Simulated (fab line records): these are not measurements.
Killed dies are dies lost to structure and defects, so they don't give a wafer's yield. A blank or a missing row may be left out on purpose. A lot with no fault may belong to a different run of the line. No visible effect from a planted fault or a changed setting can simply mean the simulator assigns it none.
Matching of chambers | flow gf180mcu | GF_V3_CMP_26 on cmp-02 has 4 sister chambers
The step polishes, stops on SiO2, t overpolish 15 s, target thk 0 nm. 8 wafers are shown with their chamber, then 7 later ones without.

WAFERS PAIRED WITH THEIR CHAMBERS
wafer  | chamber | time-to-endpoint-s (s) | motor-current-A (A)
L955.4 | 0       | 87                     | 12.0
L956.4 | 2       | 84                     | 11.4
L970.6 | 0       | 81                     | 11.2
L971.3 | 1       | 77                     | 11.2
L971.5 | 2       | 82                     | 11.1
L971.6 | 3       | 87                     | 11.0
L973.2 | 3       | 89                     | 11.5
L973.4 | 1       | 77                     | 11.3

WAFERS MISSING THEIR CHAMBER
wafer  | time-to-endpoint-s (s) | motor-current-A (A)
L973.6 | 79                     | 11.2
L972.2 | 83                     | 10.7
L972.4 | 85                     | 11.0
L972.5 | 79                     | 10.9
L974.2 | 82                     | 11.0
L974.3 | 92                     | 10.7
L974.6 | 79                     | 11.0

WHICH CHAMBER EACH ONE RAN IN
wafer  | from the rows above               | in truth
L973.6 | can't be placed: 1 or 2 or 0      | 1
L972.2 | can't be placed: 2 or 0 or 3 or 1 | 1
L972.4 | can't be placed: 2 or 3 or 0      | 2
L972.5 | can't be placed: 1 or 2 or 0      | 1
L974.2 | can't be placed: 2 or 0 or 1 or 3 | 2
L974.3 | can't be placed: 3 or 2 or 0      | 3
L974.6 | can't be placed: 1 or 2 or 0      | 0
Correctly placed: 0 of 7. These rows do not allow placing 7 (true chamber among the candidates in 7). 0 placed wrongly.
How it was worked out, from the rows above alone: a wafer's distance from a chamber is the root of the sum, over the readings, of the square of ((its reading less the chamber's mean) divided by the reading's scatter). If the next closest chamber is less than 2 further off than the closest, the wafer can't be placed; otherwise it belongs to the closest. For every chamber, the mean is computed from those of its wafers that are shown. How the scatter is found: for the shown wafers, subtract from each reading the mean of its chamber, square and add these, divide the total by (wafers less chambers), then take the root.
